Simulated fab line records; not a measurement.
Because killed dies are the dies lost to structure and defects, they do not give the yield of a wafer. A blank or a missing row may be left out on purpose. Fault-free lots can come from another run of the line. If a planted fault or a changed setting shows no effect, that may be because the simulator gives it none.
fab line records	flow sky130
record: lots: 12	wafers: 36	last-day: 49
route steps=708 shown SONOS_ONO@182 GATE_OXIDE@201 LDD_N@247 LDD_P@263 PAD_OPEN@708
lots untouched by any fault: they come from a run of this same line in which no faults occurred
start-h: hours from the record's opening day to when the first of the lot's shown wafers began	wait-h: hours elapsed since this lot's preceding step	" repeats the value in the row above	L1.1+2: a single row standing in for several wafers	- value missing, or start not given	* or withheld: withheld	< > ~ a bound
route shown NAME@n: names a module that has steps shown in the file, with the first one's number in the route	usual: mean/standard deviation taken from wafers without a fault	same: alike in all rows	chamber/n: place in a boat	sites: each site's reading	_std_site: the standard deviation of these	_edge_site: inner sites' mean taken away from outer sites' mean	radius-mm: how far each site lies from the wafer's centre	mask NAME#n: copy n	behind: tool/chamber where the wafer was last shaped	hold: the reason the lot was held/the length of the hold in hours/how it ended	device: the n, p or np transistor that did not switch	end of line: at the end of the route, the tests of the same wafers	where a step has no rows: the recipe by itself	killed: count of dies lost to structure and defects at first sort (not the wafer's yield)	map: a wafer's dies, x killed, . not, _ none there
set.NAME: the run value of the setting; set.NAME@STEP: its run value at that earlier step	model.NAME: the simulator's own value behind a step, which no gauge read
one table for each step of the route and one row for each wafer, over a sample of lots
services: when a tool's chamber went out of use (start-h, in hours from the record's first day, below 0 if earlier), for how many hours, and the reason
== steps ==
step: SKY_SONOS_ONO_OVL_MEAS_14
usual: SONOS_ONO_OVL: 0.2/1.4
lot.wafer	tool	chamber	start-h	wait-h	SONOS_ONO_OVL[nm]
L231.2	overlay-01	-	277.88	0.1	-0.9
L231.3	"	-	"	"	-0.1
L231.5	"	-	"	"	-0.8
L232.2	overlay-02	-	288.70	0.1	0.6
L232.3	"	-	"	"	1.6
L232.4	"	-	"	"	-0.7
L233.1	overlay-01	-	295.65	0.1	-1.8
L233.5	"	-	"	"	0.2
L233.6	"	-	"	"	-1.8
L234.2	overlay-02	-	304.23	0.1	2.0
L234.5	"	-	"	"	0.2
L234.6	"	-	"	"	3.2
L235.2	overlay-01	-	314.60	0.1	0.7
L235.3	"	-	"	"	2.5
L235.4	"	-	"	"	1.3
L236.1	overlay-02	-	321.01	0.1	3.1
L236.2	"	-	"	"	-0.4
L236.6	"	-	"	"	-0.4
L237.2	overlay-02	-	326.11	0.1	0.4
L237.4	"	-	"	"	1.2
L237.6	"	-	"	"	-0.3
L238.2	overlay-01	-	329.25	0.1	1.7
L238.3	"	-	"	"	0.5
L238.4	"	-	"	"	1.4
L242.1	overlay-02	-	370.72	0.1	2.5
L242.3	"	-	"	"	0.8
L242.6	"	-	"	"	1.7
L243.1	overlay-01	-	380.61	0.1	0.5
L243.2	"	-	"	"	-1.1
L243.6	"	-	"	"	-1.8
L245.1	overlay-02	-	427.15	0.1	-0.3
L245.5	"	-	"	"	-0.1
L245.6	"	-	"	"	-0.7
L244.2	overlay-01	-	427.23	0.1	-1.1
L244.3	"	-	"	"	1.1
L244.5	"	-	"	"	1.9
step: SKY_GATE_OXIDE_TW_MEAS_14
usual: GATE_OXIDE_TW: 223.0/2.5
lot.wafer	tool	chamber	start-h	wait-h	GATE_OXIDE_TW
L231.2	film-metro-04	-	305.11	0.1	227.0
L231.3	"	-	"	"	226.4
L231.5	"	-	"	"	226.5
L232.2	film-metro-01	-	316.19	0.1	220.3
L232.3	"	-	"	"	219.3
L232.4	"	-	"	"	221.0
L233.1	film-metro-03	-	323.52	0.1	221.3
L233.5	"	-	"	"	221.3
L233.6	"	-	"	"	222.8
L234.2	film-metro-01	-	332.33	0.1	221.2
L234.5	"	-	"	"	220.5
L234.6	"	-	"	"	218.9
L235.2	film-metro-04	-	343.29	0.1	227.3
L235.3	"	-	"	"	228.2
L235.4	"	-	"	"	227.3
L236.1	film-metro-04	-	350.22	0.1	227.1
L236.2	"	-	"	"	226.9
L236.6	"	-	"	"	228.1
L237.2	film-metro-01	-	355.09	0.1	222.2
L237.4	"	-	"	"	220.8
L237.6	"	-	"	"	221.6
L238.2	film-metro-04	-	358.50	0.1	225.9
L238.3	"	-	"	"	226.1
L238.4	"	-	"	"	226.1
L242.1	film-metro-01	-	404.42	0.1	218.7
L242.3	"	-	"	"	219.5
L242.6	"	-	"	"	220.4
L243.1	film-metro-03	-	414.08	0.1	222.6
L243.2	"	-	"	"	223.1
L243.6	"	-	"	"	222.6
L245.1	film-metro-04	-	460.49	0.1	224.5
L245.5	"	-	"	"	225.2
L245.6	"	-	"	"	224.8
L244.2	film-metro-04	-	460.77	0.1	224.6
L244.3	"	-	"	"	224.5
L244.5	"	-	"	"	223.6
step: SKY_LDD_N_IMPLANT_10
recipe: species: As	energy-kev: 20	dose-cm2: 7.5e+13	tilt-deg: withheld	rotation-deg: 203
usual: faraday-current-uA: 423/8.7	implant-ion-amu: 75/0
lot.wafer	tool	chamber	start-h	wait-h	faraday-current-uA	implant-ion-amu
L231.2	implanter-04	0	395.90	0.1	425	75
L231.3	"	0	"	"	426	75
L231.5	"	0	"	"	440	75
L232.2	implanter-03	0	412.85	0.1	424	75
L232.3	"	0	"	"	414	75
L232.4	"	0	"	"	417	75
L233.1	implanter-03	0	416.87	0.1	424	75
L233.5	"	0	"	"	432	75
L233.6	"	0	"	"	422	75
L234.2	implanter-04	0	425.84	0.1	425	75
L234.5	"	0	"	"	433	75
L234.6	"	0	"	"	424	75
L235.2	implanter-03	0	439.94	0.1	424	75
L235.3	"	0	"	"	410	75
L235.4	"	0	"	"	434	75
L236.1	implanter-01	0	446.21	0.1	411	75
L236.2	"	0	"	"	430	75
L236.6	"	0	"	"	424	75
L237.2	implanter-04	0	452.80	0.1	412	75
L237.4	"	0	"	"	425	75
L237.6	"	0	"	"	427	75
L238.2	implanter-01	0	455.66	0.1	412	75
L238.3	"	0	"	"	418	75
L238.4	"	0	"	"	412	75
L242.1	implanter-01	0	504.96	0.1	425	31
L242.3	"	0	"	"	419	31
L242.6	"	0	"	"	416	31
L243.1	implanter-01	0	514.32	0.1	421	31
L243.2	"	0	"	"	422	31
L243.6	"	0	"	"	415	31
L245.1	implanter-04	0	557.57	0.1	430	31
L245.5	"	0	"	"	433	31
L245.6	"	0	"	"	418	31
L244.2	implanter-03	0	560.19	0.1	423	31
L244.3	"	0	"	"	431	31
L244.5	"	0	"	"	413	31
step: SKY_LDD_N_STRIP_16
recipe: chemistry: O2/N2	power-w: 1400	pressure-mtorr: 1500	platen-temp-c: withheld	o2-flow-sccm: 3000	n2-flow-sccm: 300	overash-fraction: 0.5
usual: drypump-motor-current-A: 5.8/0.49	oes-product-au: 0.406/0.0046	strip-time-to-endpoint-s: 4.311/0.013
lot.wafer	tool	chamber	start-h	wait-h	drypump-motor-current-A	oes-product-au	rf-hours-counter-h	strip-time-to-endpoint-s
L231.2	plasma-asher-02	0	396.77	0.1	5.0	0.406	26	4.297
L231.3	"	1	"	"	6.2	0.406	-	4.320
L231.5	"	0	"	"	5.0	0.400	-	4.310
L232.2	plasma-asher-04	1	413.72	0.1	6.2	0.409	73	4.331
L232.3	"	0	"	"	6.3	0.412	-	4.327
L232.4	"	1	"	"	6.2	0.416	-	4.324
L233.1	plasma-asher-02	1	417.77	0.1	6.2	0.407	27	4.341
L233.5	"	0	"	"	5.0	0.407	-	4.312
L233.6	"	1	"	"	6.2	0.410	-	4.308
L234.2	plasma-asher-01	1	426.71	0.1	5.9	0.399	73	4.328
L234.5	"	0	"	"	5.4	0.409	-	4.328
L234.6	"	1	"	"	6.0	0.413	-	4.340
L235.2	plasma-asher-01	0	440.81	0.1	5.4	0.409	75	4.301
L235.3	"	1	"	"	5.9	0.414	-	4.311
L235.4	"	0	"	"	5.4	0.407	-	4.313
L236.1	plasma-asher-01	1	447.11	0.1	5.9	0.404	76	4.305
L236.2	"	0	"	"	5.4	0.400	76	4.285
L236.6	"	0	"	"	5.4	0.412	-	4.293
L237.2	plasma-asher-01	0	453.67	0.1	5.4	0.404	77	4.298
L237.4	"	0	"	"	5.4	0.404	-	4.297
L237.6	"	1	"	"	5.9	0.410	-	4.314
L238.2	plasma-asher-04	0	456.54	0.1	6.3	0.409	3	4.314
L238.3	"	0	"	"	6.3	0.403	-	4.319
L238.4	"	1	"	"	6.2	0.404	-	4.310
L242.1	plasma-asher-04	1	505.86	0.1	6.2	0.401	8	4.224
L242.3	"	0	"	"	6.3	0.401	-	4.209
L242.6	"	1	"	"	6.2	0.405	-	4.233
L243.1	plasma-asher-01	1	515.22	0.1	5.9	0.409	83	4.223
L243.2	"	0	"	"	5.4	0.410	83	4.225
L243.6	"	0	"	"	5.4	0.407	-	4.244
L245.1	plasma-asher-01	0	558.47	0.1	5.4	0.409	87	4.238
L245.5	"	1	"	"	6.0	0.410	-	4.244
L245.6	"	0	"	"	5.4	0.410	-	4.209
L244.2	plasma-asher-04	0	561.06	0.1	6.3	0.400	14	4.222
L244.3	"	0	"	"	6.3	0.408	-	4.216
L244.5	"	1	"	"	6.2	0.405	-	4.233
step: SKY_LDD_P_OVL_MEAS_08
usual: LDD_P_OVL: -0.6/1.9
lot.wafer	tool	chamber	start-h	wait-h	LDD_P_OVL[nm]
L231.2	overlay-01	-	426.66	0.1	-0.9
L231.3	"	-	"	"	-0.1
L231.5	"	-	"	"	0.0
L232.2	overlay-02	-	443.73	0.1	-4.3
L232.3	"	-	"	"	-3.4
L232.4	"	-	"	"	-2.9
L233.1	overlay-01	-	448.61	0.1	-1.6
L233.5	"	-	"	"	-1.9
L233.6	"	-	"	"	-1.5
L234.2	overlay-02	-	457.58	0.1	-1.9
L234.5	"	-	"	"	-2.5
L234.6	"	-	"	"	-3.0
L235.2	overlay-02	-	472.31	0.1	3.1
L235.3	"	-	"	"	2.4
L235.4	"	-	"	"	3.7
L236.1	overlay-02	-	477.45	0.1	0.1
L236.2	"	-	"	"	1.6
L236.6	"	-	"	"	1.3
L237.2	overlay-01	-	484.51	0.1	-1.0
L237.4	"	-	"	"	-0.4
L237.6	"	-	"	"	-1.5
L238.2	overlay-02	-	487.06	0.1	-0.1
L238.3	"	-	"	"	0.2
L238.4	"	-	"	"	0.7
L242.1	overlay-01	-	537.01	0.1	0.8
L242.3	"	-	"	"	1.0
L242.6	"	-	"	"	1.4
L243.1	overlay-01	-	545.15	0.1	0.1
L243.2	"	-	"	"	0.6
L243.6	"	-	"	"	1.7
L245.1	overlay-01	-	588.66	0.1	-2.6
L245.5	"	-	"	"	0.4
L245.6	"	-	"	"	-2.2
L244.2	overlay-02	-	590.46	0.1	1.0
L244.3	"	-	"	"	1.1
L244.5	"	-	"	"	0.0
step: SKY_PAD_OPEN_PROBE_99
usual: killed_at_M0_to_M3: 43/6.8	killed_at_M4_up: 3.2/1.7	killed-at-contacts: 24/5.6	killed-at-front-end: 15/4.7	killed-at-other: 0.3/0.59	killed-dies: 86/10	killed-open: 47/6.8	killed-short: 39/6.4
same: gross-dies: 492	killed-at-back-side: 0
lot.wafer	tool	chamber	start-h	wait-h	killed_at_M0_to_M3	killed_at_M4_up	killed-at-contacts	killed-at-front-end	killed-at-other	killed-dies	killed-open	killed-short
L242.1	prober-01	-	1144.31	0.1	53	3	15	16	0	87	43	43
L242.3	prober-01	-	1144.41	0.2	58	5	25	18	0	106	55	51
L242.6	prober-01	-	1144.56	0.2	47	5	18	14	0	84	47	37
killed by level:class
L242.1 VIA1:geometric-particle:open=15 METAL1:geometric-particle:short=8 VIA2:geometric-particle:open=8 METAL2:geometric-particle:short=6 FIELD_ISO:geometric-particle:open=5 LI_CONTACT:geometric-particle:open=4 LOCAL_INTERCONNECT:geometric-particle:short=4 VIA2:geometric-particle:short=4
L242.3 VIA1:geometric-particle:open=13 VIA3:geometric-particle:open=10 CONTACT:geometric-particle:open=9 LI_CONTACT:geometric-particle:open=8 METAL1:geometric-particle:short=8 POLY_GATE:geometric-particle:short=7 VIA1:geometric-particle:short=7 METAL2:geometric-particle:short=7
L242.6 VIA3:geometric-particle:open=9 VIA1:geometric-particle:open=8 METAL2:geometric-particle:short=7 VIA2:geometric-particle:open=7 LI_CONTACT:geometric-particle:open=6 METAL1:geometric-particle:short=6 POLY_GATE:geometric-particle:open=5 CONTACT:geometric-particle:open=5
== services ==
tool	chamber	start-h	hours	kind
implanter-04	-	374.19	3.2	pm
implanter-03	-	380.28	2.2	repair
implanter-01	-	394.89	1.9	repair
implanter-03	-	395.62	2.7	repair
plasma-asher-04	-	421.32	9.0	pm
plasma-asher-04	0	421.32	9.0	vent-cycle
plasma-asher-04	1	421.32	9.0	vent-cycle
implanter-04	-	422.18	2.1	repair
plasma-asher-02	-	429.75	9.1	repair
plasma-asher-04	0	430.32	-	clean
plasma-asher-04	1	430.32	-	clean
implanter-03	-	430.45	3.2	repair
plasma-asher-02	-	438.90	14.6	pm
plasma-asher-04	-	441.73	4.0	pm
plasma-asher-01	-	458.54	4.7	repair
implanter-04	-	488.53	1.6	repair
plasma-asher-02	-	491.33	10.2	repair
plasma-asher-04	-	503.88	1.1	repair
plasma-asher-01	-	505.72	2.1	repair
== key ==
first-sign: step: SKY_LDD_N_IMPLANT_10	reading: implant-ion-amu	direction: down	sigmas: 99+	usual: 75	struck: 31
effect: step: SKY_LDD_N_STRIP_16	reading: strip-time-to-endpoint-s	direction: down	sigmas: 6.5	usual: *	struck: *
met-at SKY_LDD_N_IMPLANT_10
struck-lots L242,L243,L244,L245
tester-left-out L242,L243,L244,L245
not-acting-at SKY_SONOS_ONO_OVL_MEAS_14,SKY_GATE_OXIDE_TW_MEAS_14,SKY_LDD_P_OVL_MEAS_08
onset-between 455.66 504.96
fault: kind: wrong-recipe-download	tool: implanter-01,implanter-03,implanter-04	chamber: -	onset-h: 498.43	steps: SKY_LDD_N_IMPLANT_10	wrong-recipe.not-listed: 1
tester-left-out: of these lots the tester's yield and bins aren't shown, on N5 and GAA mostly nor the transistor test; their killed dies are dies lost to structure and defects alone, not to doping, threshold or leakage, so they don't give the yield
